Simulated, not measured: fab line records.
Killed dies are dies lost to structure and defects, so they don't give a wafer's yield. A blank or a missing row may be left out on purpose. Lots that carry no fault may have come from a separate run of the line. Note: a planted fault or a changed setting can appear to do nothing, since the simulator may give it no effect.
Which tool was responsible? | flow sky130 | 33 wafers from 11 lots sampled at 3 of the route's 708 steps

== WHAT THE GAUGES READ, wafer by wafer ==
SKY_PWDE_TW_MEAS_10.
lot  | measured    | on            | PWDE_TW
L800 | day 4 02:27 | film-metro-01 | 375.9 376.5 374.4
L801 | day 4 07:04 | film-metro-04 | 372.3 373.2 374.0
L802 | day 4 10:46 | film-metro-04 | 373.9 373.5 374.6
L806 | day 5 11:07 | film-metro-04 | 368.8 371.2 371.5
L808 | day 5 19:38 | film-metro-02 | 376.4 380.7 377.0
L809 | day 6 00:07 | film-metro-02 | 378.4 375.0 376.2
L810 | day 6 04:41 | film-metro-04 | 372.9 372.9 376.2
L811 | day 6 08:40 | film-metro-02 | 374.5 376.4 376.8
L820 | day 8 18:25 | film-metro-01 | 376.0 376.7 377.0
L821 | day 9 08:29 | film-metro-01 | 376.0 374.5 374.9
L822 | day 9 10:41 | film-metro-02 | 376.1 374.1 376.5

== EACH LOT AND THE TOOL THAT RAN IT (in order: tool; ch and the chambers of the sampled wafers; start) ==
lot  | SKY_FIELD_ISO_COAT_08            | SKY_FIELD_ISO_STRIP_16
L800 | litho-track-01 ch 0, day 1 22:00 | plasma-asher-01 ch 0,1, day 2 05:08
L801 | litho-track-04 ch 0, day 2 02:00 | plasma-asher-01 ch 0,1, day 2 10:32
L802 | litho-track-02 ch 0, day 2 10:00 | plasma-asher-01 ch 0, day 2 17:40
L806 | litho-track-02 ch 0, day 3 07:00 | plasma-asher-03 ch 1, day 3 16:24
L808 | litho-track-02 ch 0, day 3 14:00 | plasma-asher-04 ch 0,1, day 3 23:05
L809 | litho-track-04 ch 0, day 3 19:00 | plasma-asher-03 ch 0,1, day 4 04:10
L810 | litho-track-02 ch 0, day 3 23:00 | plasma-asher-01 ch 0,1, day 4 08:16
L811 | litho-track-02 ch 0, day 4 04:00 | plasma-asher-01 ch 0,1, day 4 13:37
L820 | litho-track-04 ch 0, day 6 03:00 | plasma-asher-03 ch 0,1, day 6 12:54
L821 | litho-track-01 ch 0, day 6 09:00 | plasma-asher-01 ch 0,1, day 6 18:49
L822 | litho-track-04 ch 0, day 6 14:00 | plasma-asher-04 ch 0,1, day 7 00:40
- SKY_FIELD_ISO_COAT_08: resist thk 450 nm.
- SKY_FIELD_ISO_STRIP_16: strips in O2/N2.

== THE ANSWER, worked out from the rows above alone ==
Rule: the lots themselves supply what counts as usual. Put in order of their means at a reading, lots are off if they are a third of the lots or fewer, leave a main group of 4 or more, and stand apart from it by a gap of 3 or more times the standard deviation of the main group's means; of several such gaps the widest counts. A main group whose means are all the same, to the digits that the tables above print for the reading, isn't used. Also off: a lot with no number at a reading for which 4 or more lots have one. Where the step has rows for the other lots, those lots are counted as sound.
Nothing can be told from this: no lot is off at any reading shown.

== WHAT THE SIMULATOR HAD PUT IN ==
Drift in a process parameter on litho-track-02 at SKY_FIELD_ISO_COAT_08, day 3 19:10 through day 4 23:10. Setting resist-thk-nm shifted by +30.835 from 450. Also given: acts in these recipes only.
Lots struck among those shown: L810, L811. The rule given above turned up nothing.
